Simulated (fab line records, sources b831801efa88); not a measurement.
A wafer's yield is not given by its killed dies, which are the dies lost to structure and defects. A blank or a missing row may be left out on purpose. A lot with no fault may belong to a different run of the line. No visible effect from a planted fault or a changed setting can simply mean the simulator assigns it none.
A lot that was struck, set against a sound lot | flow sky130 | 43 out of 708 route steps
Sound: these wafers, L406.2, L406.5, L406.6. Struck: wafer L424.6 (left out: L424.1, L424.5 of the same lot, which were not struck); the cause appears at the end.
Per side, at each step with rows, come the tool, then ch with its chambers, and then its first start. Under that, the readings that differ: sound wafers | struck wafers | difference of the means | sigmas: that difference in standard deviations of wafers without a fault.
alike: readings with means less than 2 such deviations apart, plus words and numbers identical on both sides. not compared: withheld readings, readings lacking a value on some wafer, bounds such as >300 that could conceal the same value, and numbers that have no deviation in the record and whose values overlap.
Wherever a step has rows on one side only, a row that says differs or no value, or a row with sigmas, the two part there. When numbers do not overlap yet have no deviation, they are printed without sigmas and do not part them. Lack of a reading on every wafer of one side parts them only where that side has two or more wafers.

first, 8 steps without rows for these wafers: SKY_LI_CONTACT_DEHYDRATE_04 (time 60 s); SKY_LI_CONTACT_HMDS_05 (prime time 60 s); SKY_LI_CONTACT_COAT_06 (resist thk 60 nm); SKY_LI_CONTACT_COAT_07 (resist thk 450 nm); SKY_LI_CONTACT_SOFTBAKE_08 (time 90 s); SKY_LI_CONTACT_EXPOSE_09 (exposes mask LICM1, target cd 170 nm); SKY_LI_CONTACT_PEB_10; SKY_LI_CONTACT_DEVELOP_11 (develop time 60 s).
SKY_LI_CONTACT_CD_MEAS_12: target cd 170 nm.
  sound on cd-sem-01 at day 29 09:41; struck on cd-sem-01 at day 35 07:19
  alike: cd-nm
SKY_LI_CONTACT_OVL_MEAS_13:
  sound on overlay-01 at day 29 09:48; struck on overlay-02 at day 35 07:26
  alike: LI_CONTACT_OVL
SKY_LI_CONTACT_ETCH_14: etches BARC in N2/H2, stops on SiO2, time 45.9 s, target depth 60 nm.
  sound on rie-diel-01 ch 0,1, day 29 09:50; struck on rie-diel-03 ch 0, day 35 07:29
  alike: drypump-motor-current-A, n2-flow-sccm, oes-product-au, throttle-valve-pct
  not compared: rf-hours-counter-h
SKY_LI_CONTACT_ETCH_15: etches PSG in C4F8/O2/Ar, stops on Si, target depth 600 nm.
  sound on rie-diel-01 ch 0,1, day 29 09:52; struck on rie-diel-03 ch 0, day 35 07:31
  alike: oes-product-au
SKY_LI_CONTACT_STRIP_16: strips in O2/N2.
  sound on plasma-asher-04 ch 0,1, day 29 09:57; struck on plasma-asher-04 ch 1, day 35 07:36
  alike: drypump-motor-current-A, n2-flow-sccm, oes-product-au, strip-time-to-endpoint-s
  not compared: rf-hours-counter-h
then, 5 steps without rows for these wafers: SKY_LI_CONTACT_CLEAN_17 (cleans in NMP, time 600 s); SKY_LI_CONTACT_PRE_CLEAN_18 (time 5.6 s); SKY_LI_CONTACT_SPUTTER_19 (material Ti, target thk 20 nm, time 106.37 s); SKY_LI_CONTACT_SPUTTER_20 (material TiN, target thk 20 nm, time 80 s); SKY_LI_CONTACT_CVD_21 (deposits W, target thk 400 nm, time 120.56 s).
SKY_LI_CONTACT_RS_MEAS_22: the measuring method here is four-point-probe.
  sound on film-metro-01 at day 29 10:33; struck on film-metro-03 at day 35 08:10
  alike: LI_CONTACT_W_RS
SKY_LI_CONTACT_THK_MEAS_23: measures by xrf.
  sound on film-metro-01 at day 29 10:40; struck on film-metro-03 at day 35 08:17
  alike: LI_CONTACT_W_THK
then, 1 step without rows for these wafers: SKY_LI_CONTACT_CMP_24 (polishes, stops on PSG, t overpolish 20 s, target thk 0 nm).
SKY_LOCAL_INTERCONNECT_SPUTTER_00: material TiN, target thk 100 nm, time 83.3 s.
  sound on pvd-sputter-02 at day 29 11:01; struck on pvd-sputter-04 at day 35 08:38
  alike: throttle-valve-pct
SKY_LOCAL_INTERCONNECT_RS_MEAS_01: the measuring method here is four-point-probe.
  sound on film-metro-03 at day 29 11:05; struck on film-metro-02 at day 35 08:42
  alike: LOCAL_INTERCONNECT_TIN_RS
SKY_LOCAL_INTERCONNECT_THK_MEAS_02: measures by xrf.
  sound on film-metro-03 at day 29 11:12; struck on film-metro-02 at day 35 08:49
  alike: LOCAL_INTERCONNECT_TIN_THK
then, 8 steps without rows for these wafers: SKY_LOCAL_INTERCONNECT_DEHYDRATE_03 (time 60 s); SKY_LOCAL_INTERCONNECT_HMDS_04 (prime time 60 s); SKY_LOCAL_INTERCONNECT_COAT_05 (resist thk 60 nm); SKY_LOCAL_INTERCONNECT_COAT_06 (resist thk 450 nm); SKY_LOCAL_INTERCONNECT_SOFTBAKE_07 (time 90 s); SKY_LOCAL_INTERCONNECT_EXPOSE_08 (exposes mask LI1M, target cd 170 nm); SKY_LOCAL_INTERCONNECT_PEB_09; SKY_LOCAL_INTERCONNECT_DEVELOP_10 (develop time 60 s).
SKY_LOCAL_INTERCONNECT_CD_MEAS_11: target cd 170 nm.
  sound on cd-sem-01 at day 30 14:22; struck on cd-sem-01 at day 36 11:18
  alike: cd-nm
SKY_LOCAL_INTERCONNECT_OVL_MEAS_12:
  sound on overlay-01 at day 30 14:28; struck on overlay-02 at day 36 11:25
  alike: LOCAL_INTERCONNECT_OVL
SKY_LOCAL_INTERCONNECT_ETCH_13: etches BARC in N2/H2, stops on SiO2, time 45.9 s, target depth 60 nm.
  sound on rie-metal-01 ch 0,1, day 30 14:30; struck on rie-metal-01 ch 1, day 36 11:27
  alike: drypump-motor-current-A, n2-flow-sccm, oes-product-au, throttle-valve-pct
  not compared: rf-hours-counter-h
SKY_LOCAL_INTERCONNECT_METAL_ETCH_14: etches TiN in Cl2/BCl3, stops on PSG, target depth 110 nm, time 31.4 s.
  sound on rie-metal-01 ch 0,1, day 30 14:34; struck on rie-metal-01 ch 1, day 36 11:31
  reading                | sound                | struck | difference | sigmas
  throttle-valve-pct (%) | 21.879 21.881 21.896 | 21.911 | +0.026     | +3
  alike: drypump-motor-current-A, oes-product-au
  not compared: rf-hours-counter-h
then, 5 steps without rows for these wafers: SKY_LOCAL_INTERCONNECT_STRIP_15 (strips in O2/N2); SKY_LOCAL_INTERCONNECT_STRIP_16 (strips in post etch residue remover, time 1200 s); SKY_LOCAL_INTERCONNECT_CLEAN_17 (cleans in IPA, time 180 s); SKY_LOCAL_INTERCONNECT_CLEAN_18 (cleans in O3/DIW); SKY_CONTACT_CVD_00 (deposits Si3N4, target thk 75 nm).
SKY_CONTACT_THK_MEAS_01:
  sound on film-metro-01 at day 30 15:15; struck on film-metro-04 at day 36 12:11
  alike: CONTACT_CVD_00_THK
-- the record jumps here: 14 days lie between the struck wafers' starts before and after (it left off in module CONTACT and takes up again in module PAD_OPEN, whose first step shown is number 708 of the route) --
SKY_PAD_OPEN_PROBE_99:
  sound on prober-02 at day 45 23:31; struck on prober-01 at day 50 02:40
  reading            | sound    | struck | difference | sigmas
  killed-at-contacts | 23 30 21 | 52     | +27        | +5
  killed-dies        | 81 87 83 | 106    | +22        | +2
  alike: killed_at_M0_to_M3, killed_at_M4_up, killed-at-front-end, killed-at-other, killed-open, killed-short

== WHERE THEY PART ==
At SKY_LOCAL_INTERCONNECT_METAL_ETCH_14 first; at SKY_PAD_OPEN_PROBE_99 last (within this record only).

WHY: whatever the simulator had introduced
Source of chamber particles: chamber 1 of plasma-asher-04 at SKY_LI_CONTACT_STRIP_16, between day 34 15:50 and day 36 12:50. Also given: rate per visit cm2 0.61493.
